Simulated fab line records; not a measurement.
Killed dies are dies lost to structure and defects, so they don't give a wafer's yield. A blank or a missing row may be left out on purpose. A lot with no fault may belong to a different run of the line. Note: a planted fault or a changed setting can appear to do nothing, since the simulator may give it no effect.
2 desks, one fault	flow gf180mcu	each desk holds nothing but its own numbers, with what lay behind them at the end

== THE METROLOGY DESK ==
Means of the sampled wafers that have a number, per lot and without regard to the tool the lot ran on: this is what the gauges read. The brackets show how far a lot's mean lies from the usual mean; more than 4 standard deviations puts the lot out of limits, marked OUT.
Columns: A = V2_CVD_00_THK at GF_V2_THK_MEAS_01, usual 598 nm; B = V2_BOW at GF_V2_BOW_MEAS_05, usual 99 um
lot	first seen here	A	B
L871	day 19 14:49	606	103
L875	day 20 17:43	597	102
L876	day 21 11:07	600	101
L877	day 21 11:45	601	101
L878	day 21 23:55	605	89
L879	day 22 06:02	598	107
L881	day 22 20:23	600	103
L888	day 25 07:14	603	90
L889	day 25 15:40	604	91
L890	day 25 23:40	596	96
L892	day 26 12:56	592	112
L893	day 26 22:08	596	98
L894	day 26 23:52	596	86
Finding of this desk: none of the 13 lots has anything out of limits.

== TOOL OWNER'S DESK, pecvd-04 ==
The tool's own readings at GF_V1_CVD_02 (deposits SiO2 from TEOS, target thk 850 nm, time 94.851 s): means of the sampled wafers that have a number, for each lot that ran on this tool. The brackets show how far a lot's mean lies from the usual mean; more than 4 standard deviations puts the lot out of limits, marked OUT.
Columns: A = heater power w at GF_V1_CVD_02, usual 654 W; B = rf fwd power W at GF_V1_CVD_02, usual 596.5 W; C = run length s at GF_V1_CVD_02, usual 122.6 s
lot	first seen here	A	B	C
L876	day 19 07:19	625	596.7	123.1
L878	day 19 21:28	533	596.2	122.5
L879	day 20 03:21	635	597.0	127.1 (+8.4) OUT
L881	day 20 17:46	602	596.5	126.7 (+7.7) OUT
L889	day 23 16:43	573	597.3	123.2
L890	day 24 00:49	587	596.7	122.7
L894	day 25 02:30	553	596.7	122.9
This desk finds L879, L881 out of limits, L879 being first, at day 20 03:21 (run length s at GF_V1_CVD_02). L876, L878, L889, L890, L894 stayed within limits.

== TAKEN TOGETHER ==
On L879, L881, at day 20 03:21, an alarm was possible from the tool owner's desk.
Metrology desk: nothing out of limits seen.
The metrology desk holds a record of L879, L881, inside its limits.
The lots listed all ran GF_V1_CVD_02 on pecvd-04.

== WHAT THE SIMULATOR HAD INSERTED ==
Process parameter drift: pecvd-04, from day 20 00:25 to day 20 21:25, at GF_V1_CVD_02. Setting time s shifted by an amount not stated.
Struck lots among those shown: L879, L881.
Hours from the fault's start to each desk's first reading out of limits: the tool owner's desk, 3.
